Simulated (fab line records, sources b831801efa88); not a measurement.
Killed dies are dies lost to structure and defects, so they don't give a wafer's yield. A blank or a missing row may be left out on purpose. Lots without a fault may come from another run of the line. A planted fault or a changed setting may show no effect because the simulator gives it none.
Which tool did it? | flow sky130 | 13 lots, 39 wafers sampled, at 5 steps of a route of 708

WHAT THE GAUGES READ, wafer by wafer
SKY_DNWELL_TW_MEAS_09.
lot  | measured    | on            | DNWELL_TW
L572 | day 3 05:04 | film_metro-03 | 1124 1126 1123
L574 | day 3 16:25 | film_metro-01 | 1136 1130 1131
L575 | day 3 21:14 | film_metro-03 | 1127 1119 1131
L577 | day 4 11:29 | film_metro-03 | 1125 1130 1125
L578 | day 4 16:25 | film_metro-01 | 1125 1122 1125
L581 | day 5 11:19 | film_metro-03 | 1122 1131 1126
L582 | day 5 13:34 | film_metro-03 | 1125 1131 1131
L584 | day 5 22:58 | film_metro-01 | 1130 1129 1131
L585 | day 6 00:20 | film_metro-01 | 1195 1196 1196 1191 1197 1187
L586 | day 6 09:23 | film_metro-02 | 1202 1200 1194 1200 1193 1195
L587 | day 6 14:15 | film_metro-03 | 1125 1115 1122
L588 | day 6 19:47 | film_metro-03 | 1121 1126 1119
L595 | day 8 12:12 | film_metro-03 | 1127 1138 1136

SKY_VT_ADJUST_HVTR_OVL_MEAS_08.
lot  | measured     | on         | VT_ADJUST_HVTR_OVL (nm)
L572 | day 9 08:09  | overlay-02 | -1.0 0.1 2.1
L574 | day 10 01:49 | overlay-02 | 1.2 2.3 1.5
L575 | day 10 05:52 | overlay-01 | -0.7 1.5 -1.9
L577 | day 11 00:32 | overlay-02 | 1.1 -0.3 -1.5
L578 | day 11 07:28 | overlay-01 | -0.2 -1.1 -2.5
L581 | day 12 11:56 | overlay-02 | 2.8 0.4 2.1
L582 | day 12 15:04 | overlay-02 | -0.2 0.9 -0.4
L584 | day 13 04:53 | overlay-01 | -1.5 -0.8 -0.7
L585 | day 13 08:30 | overlay-02 | -1.5 -0.8 -0.6
L586 | day 13 19:17 | overlay-02 | 0.7 -0.5 0.6
L587 | day 14 01:31 | overlay-01 | -0.7 0.4 -2.5
L588 | day 14 09:19 | overlay-01 | -1.5 0.7 -1.6
L595 | day 16 16:37 | overlay-02 | 2.1 1.4 1.4

SKY_CONTACT_CD_MEAS_14: target cd 170 nm.
lot  | measured     | on        | cd_nm (nm)
L572 | day 31 03:29 | cd_sem-02 | 169.6 169.8 170.7
L574 | day 32 02:00 | cd_sem-02 | 169.7 170.0 168.9
L575 | day 32 09:16 | cd_sem-02 | 170.6 170.6 168.5
L577 | day 33 06:43 | cd_sem-01 | 171.5 172.9 172.0
L578 | day 34 04:35 | cd_sem-02 | 169.9 169.5 169.9
L581 | day 34 16:49 | cd_sem-02 | 168.9 167.5 169.0
L582 | day 35 02:38 | cd_sem-01 | 170.5 170.1 171.4
L584 | day 35 13:04 | cd_sem-02 | 167.6 167.1 168.9
L585 | day 35 16:58 | cd_sem-02 | 170.4 172.2 171.2
L586 | day 36 00:07 | cd_sem-02 | 168.1 168.1 168.5
L587 | day 36 09:31 | cd_sem-02 | 170.6 171.0 170.4
L588 | day 36 21:31 | cd_sem-02 | 169.4 167.8 169.6
L595 | day 39 16:44 | cd_sem-02 | 171.2 171.2 170.4

WHICH TOOL RAN EACH LOT (tool, then ch and the chambers of the sampled wafers, then the start)
lot  | SKY_DNWELL_IMPLANT_07          | SKY_CONTACT_CMP_04
L572 | implanter-03 ch 0, day 3 04:50 | cmp-02 ch 1,3, day 29 22:52
L574 | implanter-04 ch 0, day 3 16:12 | cmp-01 ch 0,1,2, day 30 22:31
L575 | implanter-02 ch 0, day 3 20:59 | cmp-01 ch 0,1,2, day 31 05:07
L577 | implanter-04 ch 0, day 4 11:14 | cmp-02 ch 0,2,3, day 32 03:38
L578 | implanter-03 ch 0, day 4 16:11 | cmp-01 ch 1,2,3, day 33 02:19
L581 | implanter-04 ch 0, day 5 11:05 | cmp-02 ch 0,1,3, day 33 14:31
L582 | implanter-04 ch 0, day 5 13:20 | cmp-01 ch 0,1, day 33 23:16
L584 | implanter-03 ch 0, day 5 22:44 | cmp-01 ch 0,3, day 34 10:15
L585 | implanter-03 ch 0, day 6 00:05 | cmp-01 ch 0,2,3, day 34 14:14
L586 | implanter-03 ch 0, day 6 09:08 | cmp-01 ch 0,1, day 34 21:31
L587 | implanter-04 ch 0, day 6 14:02 | cmp-02 ch 1,2,3, day 35 07:13
L588 | implanter-04 ch 0, day 6 19:32 | cmp-02 ch 0,2,3, day 35 19:50
L595 | implanter-04 ch 0, day 8 11:58 | cmp-02 ch 0,1,2, day 38 15:10
- SKY_DNWELL_IMPLANT_07
- SKY_CONTACT_CMP_04: polishes SiO2.

WHAT THE TOOLS THEMSELVES READ (means of the sampled wafers that have a number; where no wafer has one, the mark that the record gives instead)
SKY_CONTACT_CMP_04.
lot  | tool   | motor_current_A (A) | platen_rpm (rpm) | time_to_endpoint_s (s)
L572 | cmp-02 | 12.6                | 59.99            | 81
L574 | cmp-01 | 11.3                | 60.03            | 82
L575 | cmp-01 | 11.8                | 60.04            | 83
L577 | cmp-02 | 12.6                | 59.97            | 81
L578 | cmp-01 | 12.7                | 59.97            | 77
L581 | cmp-02 | 12.8                | 60.00            | 86
L582 | cmp-01 | 12.1                | 60.00            | 82
L584 | cmp-01 | 12.2                | 59.96            | 87
L585 | cmp-01 | 12.1                | 59.98            | 83
L586 | cmp-01 | 12.0                | 60.03            | 81
L587 | cmp-02 | 13.3                | 60.01            | 84
L588 | cmp-02 | 12.7                | 60.01            | 88
L595 | cmp-02 | 12.7                | 59.98            | 87

THE ANSWER, worked out from the rows above alone
Rule: what is usual is taken from the lots themselves. Put in order of their means at a reading, lots are off if they are a third of the lots or fewer, leave a main group of 4 or more, and stand apart from it by a gap of 3 or more times the standard deviation of the main group's means; of several such gaps the widest counts. A main group whose means are all the same, to the digits that the tables above print for the reading, isn't used. A lot without any number at a reading at which 4 lots or more have one is off too. The other lots that the step has rows for count as sound. The gauges are gone through in route order, then the tools' own readings, and for those a lot's mean is taken as printed above. The first step at which some lot is off is used, and at that step the reading that is off furthest; a lot without a number counts as furthest.
Off: L585, L586, at SKY_DNWELL_TW_MEAS_09 (DNWELL_TW). The main group: mean 1127, standard deviation 3.9.
A tool fits if, at a process step before that reading, it ran every lot that is off, and no sound lot after the first of them. The gauges at SKY_DNWELL_TW_MEAS_09 are tried like those tools. One fits: implanter-03 at SKY_DNWELL_IMPLANT_07. Its last sound lot is L584 (day 5 22:44), its first lot that is off L585 (day 6 00:05): a fault that began between those two fits.

WHAT THE SIMULATOR HAD PUT IN
Process parameter drift: implanter-03, from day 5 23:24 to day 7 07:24, at SKY_DNWELL_IMPLANT_07. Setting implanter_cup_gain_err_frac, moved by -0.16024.
Lots struck among those shown: L585, L586. The rule above found the same.
